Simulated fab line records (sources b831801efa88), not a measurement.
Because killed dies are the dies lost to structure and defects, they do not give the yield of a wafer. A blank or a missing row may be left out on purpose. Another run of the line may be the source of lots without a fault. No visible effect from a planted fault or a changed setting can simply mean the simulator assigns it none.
Check for tools in common || flow sky130 || Lots sampled 14, wafers sampled 42

== WHAT PROMPTED THE OPENING ==
Of 14 lots, 2 have the reading RES_XHIGH_TW flagged at SKY_RES_XHIGH_TW_MEAS_09. Wafers without a fault read 1646, standard deviation 33.
Rule: a lot is flagged in two cases, either no wafer of it has a number, or all its wafers with numbers fall more than 4 standard deviations from that mean. The other lots count as sound.

{"lot": "L558", "measured": "day 26 06:37", "on": "film-metro-02", "RES_XHIGH_TW, wafer by wafer": "1694 1686 1694", "flag": ""}
{"lot": "L559", "measured": "day 26 09:55", "on": "film-metro-01", "RES_XHIGH_TW, wafer by wafer": "1620 1615 1619", "flag": ""}
{"lot": "L560", "measured": "day 27 06:04", "on": "film-metro-03", "RES_XHIGH_TW, wafer by wafer": "1621 1616 1613", "flag": ""}
{"lot": "L562", "measured": "day 27 21:41", "on": "film-metro-02", "RES_XHIGH_TW, wafer by wafer": "1685 1679 1680", "flag": ""}
{"lot": "L564", "measured": "day 29 03:08", "on": "film-metro-01", "RES_XHIGH_TW, wafer by wafer": "1612 1618 1608", "flag": ""}
{"lot": "L565", "measured": "day 29 05:55", "on": "film-metro-03", "RES_XHIGH_TW, wafer by wafer": "1620 1619 1616", "flag": ""}
{"lot": "L566", "measured": "day 29 21:13", "on": "film-metro-01", "RES_XHIGH_TW, wafer by wafer": "1606 1615 1613", "flag": ""}
{"lot": "L570", "measured": "day 31 15:46", "on": "film-metro-02", "RES_XHIGH_TW, wafer by wafer": "31 31 31", "flag": "FLAGGED"}
{"lot": "L572", "measured": "day 31 22:02", "on": "film-metro-02", "RES_XHIGH_TW, wafer by wafer": "31 31 31", "flag": "FLAGGED"}
{"lot": "L577", "measured": "day 33 01:32", "on": "film-metro-02", "RES_XHIGH_TW, wafer by wafer": "1686 1690 1677", "flag": ""}
{"lot": "L576", "measured": "day 33 04:04", "on": "film-metro-01", "RES_XHIGH_TW, wafer by wafer": "1633 1626 1637", "flag": ""}
{"lot": "L579", "measured": "day 33 14:34", "on": "film-metro-01", "RES_XHIGH_TW, wafer by wafer": "1626 1622 1629", "flag": ""}
{"lot": "L580", "measured": "day 33 16:49", "on": "film-metro-02", "RES_XHIGH_TW, wafer by wafer": "1685 1685 1687", "flag": ""}
{"lot": "L581", "measured": "day 34 06:07", "on": "film-metro-02", "RES_XHIGH_TW, wafer by wafer": "1685 1688 1675", "flag": ""}
Average over the flagged lots: 31; offset from the usual -1615, equal to -49 standard deviations.

== WHICH TOOL EACH LOT WENT THROUGH ==
The record holds 1 process step before the reading, out of a route of 708 steps. In each cell: the tool, then ch and the chambers that the sampled wafers went through, then the start.
{"lot": "L558", "flag": "", "SKY_RES_XHIGH_DEVELOP_06": "litho-track-01 ch 0, day 26 06:13"}
{"lot": "L559", "flag": "", "SKY_RES_XHIGH_DEVELOP_06": "litho-track-01 ch 0, day 26 09:31"}
{"lot": "L560", "flag": "", "SKY_RES_XHIGH_DEVELOP_06": "litho-track-03 ch 0, day 27 05:41"}
{"lot": "L562", "flag": "", "SKY_RES_XHIGH_DEVELOP_06": "litho-track-01 ch 0, day 27 21:18"}
{"lot": "L564", "flag": "", "SKY_RES_XHIGH_DEVELOP_06": "litho-track-01 ch 0, day 29 02:45"}
{"lot": "L565", "flag": "", "SKY_RES_XHIGH_DEVELOP_06": "litho-track-03 ch 0, day 29 05:32"}
{"lot": "L566", "flag": "", "SKY_RES_XHIGH_DEVELOP_06": "litho-track-03 ch 0, day 29 20:50"}
{"lot": "L570", "flag": "FLAGGED", "SKY_RES_XHIGH_DEVELOP_06": "litho-track-01, day 31 15:22"}
{"lot": "L572", "flag": "FLAGGED", "SKY_RES_XHIGH_DEVELOP_06": "litho-track-01, day 31 21:39"}
{"lot": "L577", "flag": "", "SKY_RES_XHIGH_DEVELOP_06": "litho-track-01 ch 0, day 33 01:10"}
{"lot": "L576", "flag": "", "SKY_RES_XHIGH_DEVELOP_06": "litho-track-03 ch 0, day 33 03:40"}
{"lot": "L579", "flag": "", "SKY_RES_XHIGH_DEVELOP_06": "litho-track-01 ch 0, day 33 14:10"}
{"lot": "L580", "flag": "", "SKY_RES_XHIGH_DEVELOP_06": "litho-track-03 ch 0, day 33 16:25"}
{"lot": "L581", "flag": "", "SKY_RES_XHIGH_DEVELOP_06": "litho-track-01 ch 0, day 34 05:43"}
What the steps here do:
- SKY_RES_XHIGH_DEVELOP_06: develop time 60 s.
- SKY_RES_XHIGH_TW_MEAS_09

== FLAGGED OVER TOTAL, TOOL BY TOOL (the gauges that took the reading come last) ==
{"step": "SKY_RES_XHIGH_DEVELOP_06", "tool": "litho-track-01", "lots run": 9, "flagged": 2, "share of the flagged lots": "all", "sound lots run after its first flagged lot": "3 (L577,L579,L581)"}
{"step": "SKY_RES_XHIGH_DEVELOP_06", "tool": "litho-track-03", "lots run": 5, "flagged": 0, "share of the flagged lots": "none", "sound lots run after its first flagged lot": "-"}
{"step": "SKY_RES_XHIGH_TW_MEAS_09", "tool": "film-metro-01", "lots run": 5, "flagged": 0, "share of the flagged lots": "none", "sound lots run after its first flagged lot": "-"}
{"step": "SKY_RES_XHIGH_TW_MEAS_09", "tool": "film-metro-02", "lots run": 7, "flagged": 2, "share of the flagged lots": "all", "sound lots run after its first flagged lot": "3 (L577,L580,L581)"}
{"step": "SKY_RES_XHIGH_TW_MEAS_09", "tool": "film-metro-03", "lots run": 2, "flagged": 0, "share of the flagged lots": "none", "sound lots run after its first flagged lot": "-"}

== WHAT THE TABLE ALLOWS ==
Every flagged lot went through 2 rows of the table: litho-track-01 at SKY_RES_XHIGH_DEVELOP_06 and film-metro-02 at SKY_RES_XHIGH_TW_MEAS_09.
- litho-track-01 at SKY_RES_XHIGH_DEVELOP_06 ran 9 lots, 2 of them flagged. After the first flagged lot (L577, L579, L581), sound lots still ran on it; a lasting fault on the whole tool would not permit that. On the flagged lots its readings are blank where sound lots have values: chill-plate-temp-C.
- film-metro-02 at SKY_RES_XHIGH_TW_MEAS_09 ran 7 lots, 2 of them flagged. After the first flagged lot (L577, L580, L581), sound lots still ran on it; a lasting fault on the whole tool would not permit that.
There is no row in the table that ran each flagged lot and no sound lot after the first.

== WHAT HAD BEEN PUT IN BY THE SIMULATOR ==
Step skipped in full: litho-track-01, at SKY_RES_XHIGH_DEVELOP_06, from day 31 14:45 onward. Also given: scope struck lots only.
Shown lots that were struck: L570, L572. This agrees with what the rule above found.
